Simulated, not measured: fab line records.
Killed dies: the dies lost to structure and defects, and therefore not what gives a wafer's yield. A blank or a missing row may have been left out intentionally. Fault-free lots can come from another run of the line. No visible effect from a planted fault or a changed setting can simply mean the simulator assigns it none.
One fault through the eyes of 2 desks	flow gf180mcu	each desk holds nothing but its own numbers, with what lay behind them at the end

== AT THE METROLOGY DESK ==
What the gauges read, lot by lot, whatever tool the lot ran on: means of the sampled wafers that have a number. The brackets show how far a lot's mean lies from the usual mean; more than 4 standard deviations puts the lot out of limits, marked OUT.
Columns: A = STI_OXIDATION_THK at GF_STI_THK_MEAS_02, usual 9.96 nm; B = STI_OXIDATION_01_THK at GF_STI_THK_MEAS_22, usual 14.8 nm; C = NWELL_TW at GF_NWELL_TW_MEAS_11, usual 1554
lot	first seen here	A	B	C
L938	day 1 16:31	10.17	14.9	1556
L939	day 1 21:32	9.98	15.0	1558
L941	day 2 07:31	9.90	14.9	1544
L945	day 3 05:23	9.95	15.2	1564
L946	day 3 10:12	9.74	14.5	1564
L947	day 3 13:31	9.87	14.8	1546
L948	day 3 19:43	9.63	14.8	1551
L949	day 3 23:49	9.67	14.4	1549
L950	day 4 04:32	9.94	15.1	1538
L953	day 4 19:44	10.00	15.0	1549
L956	day 5 10:31	9.97	15.0	1572
L958	day 5 20:41	10.02	14.9	1532
L960	day 6 06:58	10.04	15.1	1549
This desk's verdict: no lot among the 13 shows anything out of limits.

== THE TOOL OWNER'S DESK: litho track-01 ==
For each lot that ran on this tool, the mean over its sampled wafers that have a number, from the tool's own readings at GF_LVPWELL_SOFTBAKE_03. The brackets show how far a lot's mean lies from the usual mean; more than 4 standard deviations puts the lot out of limits, marked OUT.
Columns: A = heater power total W at GF_LVPWELL_SOFTBAKE_03, usual 65.31 W; B = plate temp C at GF_LVPWELL_SOFTBAKE_03, usual 110.01 C
lot	first seen here	A	B
L941	day 4 15:46	65.41	109.94
L945	day 5 11:55	65.36	110.19
L946	day 5 16:41	68.22 (+21) OUT	113.53 (+27) OUT
L948	day 6 04:47	68.18 (+21) OUT	113.60 (+28) OUT
L949	day 6 11:20	68.13 (+20) OUT	113.51 (+27) OUT
This desk's finding: out of limits on L946, L948, L949; first on L946, day 5 16:41 (heater power total W at GF_LVPWELL_SOFTBAKE_03). L941, L945: within limits.

== ALL TOGETHER ==
On L946, L948, L949, at day 5 16:41, an alarm was possible from the tool owner's desk.
The metrology desk saw nothing out of limits.
The metrology desk has L946, L948, L949 on record, within its limits.
Every lot named ran GF_LVPWELL_SOFTBAKE_03 on litho track-01.

== WHAT WAS PUT IN BY THE SIMULATOR ==
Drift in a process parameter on litho track-01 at GF_LVPWELL_SOFTBAKE_03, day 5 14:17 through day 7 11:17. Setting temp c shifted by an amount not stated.
Lots struck among those shown: L946, L948, L949.
Hours from the fault's start to each desk's first reading out of limits: the tool owner's desk, 2.
